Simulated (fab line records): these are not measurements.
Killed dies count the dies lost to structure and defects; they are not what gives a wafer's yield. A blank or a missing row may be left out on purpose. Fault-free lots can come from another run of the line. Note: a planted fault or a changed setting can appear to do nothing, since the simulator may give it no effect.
What tool caused it? + flow sky130 + 18 wafers from 6 lots sampled at 2 of the route's 708 steps

## WHAT THE GAUGES READ, wafer by wafer
SKY_VIA2_THK_MEAS_01.
| lot  | measured     | on            | VIA2_HDPCVD_THK (nm)          |
|------|--------------|---------------|-------------------------------|
| L913 | day 35 22:44 | film metro-04 | 1170 1171 1176                |
| L914 | day 36 03:02 | film metro-02 | 1157 1749 1766 1159 1749 1766 |
| L925 | day 39 14:41 | film metro-01 | 1158 1178 1163                |
| L927 | day 40 02:48 | film metro-02 | 1173 1183 1169                |
| L931 | day 41 23:17 | film metro-02 | 1178 1167 1182                |
| L932 | day 42 01:18 | film metro-02 | 1164 1174 1172                |

## WHICH TOOL RAN EACH LOT (tool, then ch and the chambers of the sampled wafers, then the start)
| lot  | SKY_VIA2_HDPCVD_00               |
|------|----------------------------------|
| L913 | hdpcvd-02 ch 0,1,2, day 35 22:37 |
| L914 | hdpcvd-02 ch 1,2, day 36 02:54   |
| L925 | hdpcvd-01 ch 0,1,2, day 39 14:34 |
| L927 | hdpcvd-02 ch 1,2, day 40 02:40   |
| L931 | hdpcvd-02 ch 0,1,2, day 41 23:10 |
| L932 | hdpcvd-02 ch 0,1, day 42 01:10   |
- SKY_VIA2_HDPCVD_00: deposits SiO2, target thk 1180 nm, time 196.7 s.

## THE ANSWER, worked out from the rows above alone
Rule: the usual values come from the lots themselves. Put in order of their means at a reading, lots are off if they are a third of the lots or fewer, leave a main group of 4 or more, and stand apart from it by a gap of 3 or more times the standard deviation of the main group's means; of several such gaps the widest counts. Not used: any main group whose means are identical at the precision the tables above print for the reading. A lot without any number at a reading at which 4 lots or more have one is off too. All remaining lots with rows at the step are treated as sound.
Off: L914, at SKY_VIA2_THK_MEAS_01 (VIA2_HDPCVD_THK). The main group has a mean of 1172 nm with a standard deviation of 3.4.
A tool fits if, at a process step before that reading, it ran every lot that is off, and no sound lot after the first of them. Those tools and the gauges at SKY_VIA2_THK_MEAS_01 are tried in the same way. None of those tried fits.

## WHAT THE SIMULATOR HAD INSERTED
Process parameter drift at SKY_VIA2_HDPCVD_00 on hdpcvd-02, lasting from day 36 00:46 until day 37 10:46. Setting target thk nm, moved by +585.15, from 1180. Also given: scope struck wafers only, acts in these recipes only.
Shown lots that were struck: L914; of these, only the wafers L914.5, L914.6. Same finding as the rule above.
